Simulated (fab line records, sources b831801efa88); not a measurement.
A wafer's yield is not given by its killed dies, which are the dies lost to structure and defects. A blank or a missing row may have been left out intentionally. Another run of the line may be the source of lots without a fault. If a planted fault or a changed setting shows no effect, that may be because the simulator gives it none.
Tool commonality check / flow sky130 / 12 lots, 36 wafers sampled

REASON FOR OPENING
Of 12 lots, 2 have the reading VT_ADJUST_PCH_TW flagged at SKY_VT_ADJUST_PCH_TW_MEAS_10. No-fault wafers: 140.5, standard deviation 1.1.
Rule: a lot is flagged in two cases, either no wafer of it has a number, or all its wafers with numbers fall more than 4 standard deviations from that mean. All remaining lots are regarded as sound.

lot=L125; measured=day 11 00:03; on=film metro-02; VT_ADJUST_PCH_TW, wafer by wafer=140.2 140.1 140.6; flag=
lot=L128; measured=day 12 02:30; on=film metro-03; VT_ADJUST_PCH_TW, wafer by wafer=138.4 139.6 138.9; flag=
lot=L129; measured=day 12 08:37; on=film metro-01; VT_ADJUST_PCH_TW, wafer by wafer=142.1 141.4 142.3; flag=
lot=L130; measured=day 12 15:17; on=film metro-01; VT_ADJUST_PCH_TW, wafer by wafer=141.5 141.7 141.7; flag=
lot=L131; measured=day 12 23:40; on=film metro-02; VT_ADJUST_PCH_TW, wafer by wafer=141.2 141.0 141.2; flag=
lot=L132; measured=day 13 01:10; on=film metro-01; VT_ADJUST_PCH_TW, wafer by wafer=142.6 142.0 142.1; flag=
lot=L139; measured=day 15 16:13; on=film metro-03; VT_ADJUST_PCH_TW, wafer by wafer=156.7 156.9 156.4; flag=FLAGGED
lot=L140; measured=day 15 22:44; on=film metro-03; VT_ADJUST_PCH_TW, wafer by wafer=157.0 157.3 157.1; flag=FLAGGED
lot=L141; measured=day 15 23:04; on=film metro-03; VT_ADJUST_PCH_TW, wafer by wafer=140.1 139.9 140.1; flag=
lot=L143; measured=day 16 15:22; on=film metro-02; VT_ADJUST_PCH_TW, wafer by wafer=141.5 141.6 140.6; flag=
lot=L144; measured=day 17 01:46; on=film metro-01; VT_ADJUST_PCH_TW, wafer by wafer=141.9 141.2 141.8; flag=
lot=L146; measured=day 17 23:25; on=film metro-03; VT_ADJUST_PCH_TW, wafer by wafer=139.6 139.9 140.2; flag=
Average over the flagged lots: 156.9; offset from the usual +16.4, equal to +15 standard deviations.

TOOL THAT RAN EACH LOT
The record holds 1 process step before the reading, out of a route of 708 steps. Each cell gives the tool, then ch followed by the chambers the sampled wafers passed through, then the start.
lot=L125; flag=; SKY_VT_ADJUST_PCH_IMPLANT_08=implanter-02 ch 0, day 10 23:48
lot=L128; flag=; SKY_VT_ADJUST_PCH_IMPLANT_08=implanter-01 ch 0, day 12 02:15
lot=L129; flag=; SKY_VT_ADJUST_PCH_IMPLANT_08=implanter-01 ch 0, day 12 08:23
lot=L130; flag=; SKY_VT_ADJUST_PCH_IMPLANT_08=implanter-02 ch 0, day 12 15:02
lot=L131; flag=; SKY_VT_ADJUST_PCH_IMPLANT_08=implanter-02 ch 0, day 12 23:25
lot=L132; flag=; SKY_VT_ADJUST_PCH_IMPLANT_08=implanter-02 ch 0, day 13 00:56
lot=L139; flag=FLAGGED; SKY_VT_ADJUST_PCH_IMPLANT_08=implanter-02 ch 0, day 15 15:58
lot=L140; flag=FLAGGED; SKY_VT_ADJUST_PCH_IMPLANT_08=implanter-02 ch 0, day 15 22:29
lot=L141; flag=; SKY_VT_ADJUST_PCH_IMPLANT_08=implanter-01 ch 0, day 15 22:49
lot=L143; flag=; SKY_VT_ADJUST_PCH_IMPLANT_08=implanter-01 ch 0, day 16 15:07
lot=L144; flag=; SKY_VT_ADJUST_PCH_IMPLANT_08=implanter-01 ch 0, day 17 01:32
lot=L146; flag=; SKY_VT_ADJUST_PCH_IMPLANT_08=implanter-01 ch 0, day 17 23:10
These steps, and what they do:
- SKY_VT_ADJUST_PCH_IMPLANT_08
- SKY_VT_ADJUST_PCH_TW_MEAS_10

FLAGGED OVER TOTAL, TOOL BY TOOL (the gauges that took the reading come last)
step=SKY_VT_ADJUST_PCH_IMPLANT_08; tool=implanter-01; lots run=6; flagged=0; share of the flagged lots=none; sound lots run after its first flagged lot=-
step=SKY_VT_ADJUST_PCH_IMPLANT_08; tool=implanter-02; lots run=6; flagged=2; share of the flagged lots=all; sound lots run after its first flagged lot=0
step=SKY_VT_ADJUST_PCH_TW_MEAS_10; tool=film metro-01; lots run=4; flagged=0; share of the flagged lots=none; sound lots run after its first flagged lot=-
step=SKY_VT_ADJUST_PCH_TW_MEAS_10; tool=film metro-02; lots run=3; flagged=0; share of the flagged lots=none; sound lots run after its first flagged lot=-
step=SKY_VT_ADJUST_PCH_TW_MEAS_10; tool=film metro-03; lots run=5; flagged=2; share of the flagged lots=all; sound lots run after its first flagged lot=2 (L141,L146)

WHAT THE TABLE PERMITS
Rows of the table that ran all the flagged lots, 2 in number: implanter-02 at SKY_VT_ADJUST_PCH_IMPLANT_08; film metro-03 at SKY_VT_ADJUST_PCH_TW_MEAS_10.
- implanter-02 at SKY_VT_ADJUST_PCH_IMPLANT_08 ran 6 lots, 2 of them flagged. Last sound lot L132 at day 13 00:56, first flagged lot L139 at day 15 15:58; a fault beginning in between fits. Its own readings (dose ions cm2, faraday current uA) fall more than 4 standard deviations out on all wafers of the flagged lots.
- film metro-03 at SKY_VT_ADJUST_PCH_TW_MEAS_10 ran 5 lots, 2 of them flagged. Sound lots followed the first flagged one (L141, L146) on it, something a lasting fault affecting the whole tool could not allow.
implanter-02 at SKY_VT_ADJUST_PCH_IMPLANT_08 is the single tool remaining.

WHAT THE SIMULATOR PUT IN
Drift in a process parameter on implanter-02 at SKY_VT_ADJUST_PCH_IMPLANT_08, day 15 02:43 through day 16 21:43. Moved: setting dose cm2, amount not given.
Lots struck among those shown: L139, L140. The rule above reached the same finding.
